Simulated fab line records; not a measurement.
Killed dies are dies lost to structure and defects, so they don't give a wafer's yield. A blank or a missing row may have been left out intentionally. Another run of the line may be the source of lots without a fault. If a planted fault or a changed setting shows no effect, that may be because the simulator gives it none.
Chamber matching | flow gf180mcu | GF_V5_CMP_04 on cmp-01: 4 sister chambers
The step polishes SiO2. 18 wafers are shown with their chamber, then 8 later ones without.

WAFERS, EACH WITH ITS CHAMBER
wafer  | chamber | motor-current-A (A)
L778.2 | 3       | 13.0
L778.4 | 2       | 10.3
L778.5 | 1       | 14.2
L781.1 | 1       | 14.1
L781.3 | 2       | 10.2
L781.5 | 0       | 11.2
L787.2 | 1       | 14.1
L787.5 | 0       | 11.5
L787.6 | 1       | 13.5
L788.1 | 3       | 12.2
L788.2 | 1       | 13.6
L795.1 | 0       | 10.5
L795.2 | 2       | 9.9
L795.5 | 3       | 13.8
L796.1 | 2       | 9.5
L796.2 | 0       | 11.3
L796.4 | 1       | 14.1
L799.3 | 2       | 10.7

SIGNATURES, as means of the wafers listed above
reading         | chamber 0 | chamber 1 | chamber 2 | chamber 3 | scatter within a chamber
motor-current-A | 11.125    | 13.933    | 10.120    | 13.000    | 0.471
Rule: for each reading, subtract the chamber's mean from the wafer's reading, divide by that reading's scatter and square the result; add these up over the readings and take the root, which gives the wafer's distance from the chamber. If the next closest chamber is less than 2 further off than the closest, the wafer can't be placed; otherwise it belongs to the closest. The scatter is the square root of a quotient: the sum, over the shown wafers, of each reading's squared deviation from its chamber's mean, divided by wafers minus chambers.

WAFERS MISSING THEIR CHAMBER
wafer  | motor-current-A (A)
L799.4 | 12.8
L799.5 | 10.3
L800.3 | 10.4
L800.5 | 12.9
L800.6 | 11.4
L801.2 | 13.3
L801.4 | 10.7
L801.5 | 10.2

CHAMBER TAKEN BY EACH
wafer  | from the rows above     | in truth
L799.4 | can't be placed: 3 or 1 | 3
L799.5 | can't be placed: 2 or 0 | 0
L800.3 | can't be placed: 2 or 0 | 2
L800.5 | can't be placed: 3 or 1 | 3
L800.6 | 0                       | 0
L801.2 | can't be placed: 3 or 1 | 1
L801.4 | can't be placed: 0 or 2 | 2
L801.5 | can't be placed: 2 or 0 | 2
1 of 8 placed correctly. Cannot be placed on the basis of these rows: 7; the candidates contain the true chamber in 7. 0 placed wrongly.
